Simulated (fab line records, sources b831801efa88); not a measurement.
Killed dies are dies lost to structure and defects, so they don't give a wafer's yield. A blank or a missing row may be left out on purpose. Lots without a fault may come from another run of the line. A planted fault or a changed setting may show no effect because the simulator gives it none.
Chamber matching | flow sky130 | SKY_FIELD_ISO_ETCH_15 on rie_diel-04: 4 sister chambers
The step etches the open film in CHF3/O2, stops on Si, target depth 180 nm, time 72 s. 4 wafers are shown with their chamber, then 8 later ones without.

WAFERS WITH THEIR CHAMBER
wafer  | chamber | throttle_valve_pct (%)
L076.6 | 2       | 8.813
L081.3 | 1       | 8.851
L084.2 | 0       | 8.833
L085.1 | 3       | 8.836

WAFERS WITHOUT THEIR CHAMBER
wafer  | throttle_valve_pct (%)
L085.2 | 8.827
L085.3 | 8.852
L093.1 | 8.853
L093.3 | 8.866
L093.6 | 8.827
L096.3 | 8.859
L096.5 | 8.845
L096.6 | 8.844

WHICH CHAMBER EACH WENT THROUGH
wafer  | from the rows above          | in truth
L085.2 | can't be placed: 0 or 3 or 2 | 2
L085.3 | can't be placed: 1 or 3      | 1
L093.1 | can't be placed: 1 or 3      | 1
L093.3 | can't be placed: 1 or 3      | 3
L093.6 | can't be placed: 0 or 3 or 2 | 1
L096.3 | can't be placed: 1 or 3      | 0
L096.5 | can't be placed: 1 or 3 or 0 | 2
L096.6 | can't be placed: 1 or 3 or 0 | 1
Placed correctly: 0 of 8. Can't be placed from these rows: 8 (the true chamber is among the candidates in 5). Placed wrongly: 0.
How it was worked out, from the rows above alone: a wafer's distance from a chamber is the root of the sum, over the readings, of the square of ((its reading less the chamber's mean) divided by the reading's scatter). The wafer belongs to the nearest chamber; if the next one is less than 2 further off, it can't be placed. A chamber's mean is the mean of its shown wafers. The scatter: with one shown wafer a chamber, the root of the mean of the squares of how far each hidden wafer lies from its nearest shown one.
